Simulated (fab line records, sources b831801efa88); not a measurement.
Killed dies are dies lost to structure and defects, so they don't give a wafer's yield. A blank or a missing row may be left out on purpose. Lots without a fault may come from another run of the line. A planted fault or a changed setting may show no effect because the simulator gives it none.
Which tool did it? | flow sfq_line | 15 lots, 45 wafers sampled, at 1 step of a route of 325

WHAT THE GAUGES READ, wafer by wafer
SFQ_M0_OVL_MEAS_906. Usual: M0_OVL 0 nm, standard deviation 5.5.
lot  | measured     | on         | M0_OVL (nm) | flag
L573 | day 6 16:06  | overlay-02 | 3 5 3       |
L574 | day 6 19:41  | overlay-01 | -1 1 -7     |
L576 | day 7 13:47  | overlay-02 | 1 12 2      |
L578 | day 8 02:33  | overlay-02 | 4 5 9       |
L579 | day 8 03:44  | overlay-01 | -4 5 0      |
L581 | day 8 14:21  | overlay-02 | -5 -1 -6    |
L582 | day 8 17:56  | overlay-01 | 0 3 4       |
L584 | day 9 02:21  | overlay-01 | -8 -11 0    |
L587 | day 9 20:20  | overlay-02 | 8 11 2      |
L588 | day 10 03:32 | overlay-01 | -3 -12 -4   |
L589 | day 10 05:56 | overlay-01 | -2 -5 0     |
L592 | day 11 03:44 | overlay-01 | 3 9 5       |
L593 | day 11 14:20 | overlay-01 | -3 7 2      |
L594 | day 11 17:56 | overlay-02 | -9 0 -2     |
L596 | day 12 02:20 | overlay-02 | -6 3 6      |

WHICH TOOL RAN EACH LOT (tool, then ch and the chambers of the sampled wafers, then the start)
The record holds no process step before these readings.

WHAT THE TOOLS THEMSELVES READ (means of the sampled wafers that have a number; where no wafer has one, the mark that the record gives instead)
The record holds no such reading with a usual standard deviation.

THE ANSWER, worked out from the rows above alone
Rule: a lot is off if the mean of its wafers that have a number lies more than 3 standard deviations from the usual mean. A lot without any number at a reading at which 4 lots or more have one is off too. The other lots that the step has rows for count as sound. The gauges are gone through in route order, then the tools' own readings, and for those a lot's mean is taken as printed above. The first step at which some lot is off is used, and at that step the reading that is off furthest; a lot without a number counts as furthest.
No lot is off at any reading shown: from this, nothing can be told.

WHAT THE SIMULATOR HAD PUT IN
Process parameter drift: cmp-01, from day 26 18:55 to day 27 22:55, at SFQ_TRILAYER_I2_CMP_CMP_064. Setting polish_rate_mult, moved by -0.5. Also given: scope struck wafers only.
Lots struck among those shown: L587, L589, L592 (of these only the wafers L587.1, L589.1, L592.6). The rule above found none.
